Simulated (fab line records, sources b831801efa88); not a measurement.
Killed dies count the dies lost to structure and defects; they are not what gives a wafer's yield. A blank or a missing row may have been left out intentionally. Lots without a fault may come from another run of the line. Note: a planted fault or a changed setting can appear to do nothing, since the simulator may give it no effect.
Problem report in the 8D (eight disciplines) form, filled by code / flow sky130 / the parts of the form that need people (team, actions taken, sign-off) are left out

## 1. WHAT WENT WRONG
At SKY_METAL1_SPUTTER_01, cathode dc power W averages 8100.2 W over 6 wafers from 2 lots, while fault-free wafers read 6500.0 W, standard deviation 1.2. That is +99 or more standard deviations from the usual mean.
The step: material TiN, target thk 20 nm, time 16.7 s.
The first sign was on wafer L125.2 at day 35 12:43, on pvd sputter-01. Wafers with a number at this step in the record: 39, from 13 lots. The rule behind "out" and "out of limits": a value lying over 4 standard deviations away from the usual mean. The rest of the wafers with a number are treated as sound.

## 2. WHAT THIS IS AND IS NOT
question=which readings at this step | is=cathode dc power W | is not=-
question=which lots | is=L124, L125 | is not=L113, L114, L115, L116, L117, L118, L120, L121, L134, L135, L136
question=which wafers of those lots | is=all that have a number | is not=-
question=read on which tools | is=pvd sputter-01 | is not=pvd sputter-02, pvd sputter-03
question=when | is=from day 35 12:43 | is not=up to then (24 sound wafers); but 9 sound wafers of L134, L135, L136 came after

## 3. WHAT RULES OUT EACH SUSPECT
Counting: any tool at a process step up to the reading is kept as a suspect provided that every lot that is out went through it and no sound lot did after the first of them.
- pvd sputter-01 at SKY_METAL1_SPUTTER_01 (material TiN, target thk 20 nm, time 16.7 s): kept. All lots that are out passed through it, beginning with L125 at day 35 12:43, and no sound lot followed; its final sound lot before that point was L120 at day 34 09:58. Its own readings are out on those wafers: cathode dc power W.
After counting, what remains is pvd sputter-01 at SKY_METAL1_SPUTTER_01.

## 4. THE CAUSE (what the simulator had put in)
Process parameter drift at SKY_METAL1_SPUTTER_01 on pvd sputter-01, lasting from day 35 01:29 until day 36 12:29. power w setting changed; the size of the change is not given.
The count eliminated every tool but this one.

## 5. THE EFFECT CHAIN, in route order
Each row: a reading whose mean over the struck wafers that have a number lies more than 3 standard deviations from the usual. Scope: only readings with a usual standard deviation given in the record; hours: median across lots of the time from each lot's start at the first step in this table that gives one to its start at this step; sigmas: change in usual standard deviations.
hours=0; step=SKY_METAL1_SPUTTER_01; reading=cathode dc power W; usual=6500.0 W; on struck wafers=8100.2; change=+1600.2; sigmas=+99 or more
It contains these process steps:
- SKY_METAL1_SPUTTER_01: material TiN, target thk 20 nm, time 16.7 s.
At these later measuring or inspecting steps, every struck wafer for which the step has a row has a number for every such reading, and none has moved that far: SKY_METAL1_RS_MEAS_05, SKY_METAL1_CD_MEAS_15.

## 6. HOW IT WOULD HAVE BEEN CAUGHT EARLIER
First out-of-limits reading in this record: day 35 12:43, which is 11 hours after fault onset at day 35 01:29.
